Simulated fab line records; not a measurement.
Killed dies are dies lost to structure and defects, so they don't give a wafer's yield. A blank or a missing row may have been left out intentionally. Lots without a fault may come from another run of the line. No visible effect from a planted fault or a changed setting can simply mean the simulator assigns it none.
Matching of chambers ; flow gf180mcu ; GF_V3_CMP_04 on cmp-01 has 4 sister chambers
The step polishes SiO2. 8 wafers are shown with their chamber, then 8 later ones without.

== WAFERS WITH THEIR CHAMBER ==
wafer;chamber;motorCurrentA (A);timeToEndpointS (s)
L255.1;0;13.2;84
L256.1;2;11.3;72
L256.3;3;11.7;71
L257.1;0;12.7;74
L257.3;2;11.7;70
L260.2;3;11.7;101
L260.3;1;10.4;78
L270.2;1;10.6;79

== WAFERS WITH NO CHAMBER GIVEN ==
wafer;motorCurrentA (A);timeToEndpointS (s)
L270.4;13.5;83
L270.5;11.7;82
L271.1;10.9;86
L271.2;12.6;76
L271.3;12.4;80
L273.1;12.9;75
L273.4;11.7;80
L273.6;11.5;71

== WHICH CHAMBER EACH WENT THROUGH ==
wafer;from the rows above;in truth
L270.4;0;0
L270.5;can't be placed: 3 or 2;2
L271.1;can't be placed: 1 or 2 or 3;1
L271.2;0;0
L271.3;can't be placed: 0 or 3 or 2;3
L273.1;0;0
L273.4;can't be placed: 3 or 2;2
L273.6;can't be placed: 2 or 3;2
Correct placement for 3 of the 8. Not placeable from these rows: 5 (in 5, the candidates include the true chamber). Number placed wrongly: 0.
How it was worked out, from the rows above alone: a wafer's distance from a chamber is the root of the sum, over the readings, of the square of ((its reading less the chamber's mean) divided by the reading's scatter). The wafer belongs to the nearest chamber; if the next one is less than 2 further off, it can't be placed. A chamber's mean is the mean of its shown wafers. The scatter: the root of (the sum of the squares of (reading less its chamber's mean) over the shown wafers, divided by (wafers less chambers)).
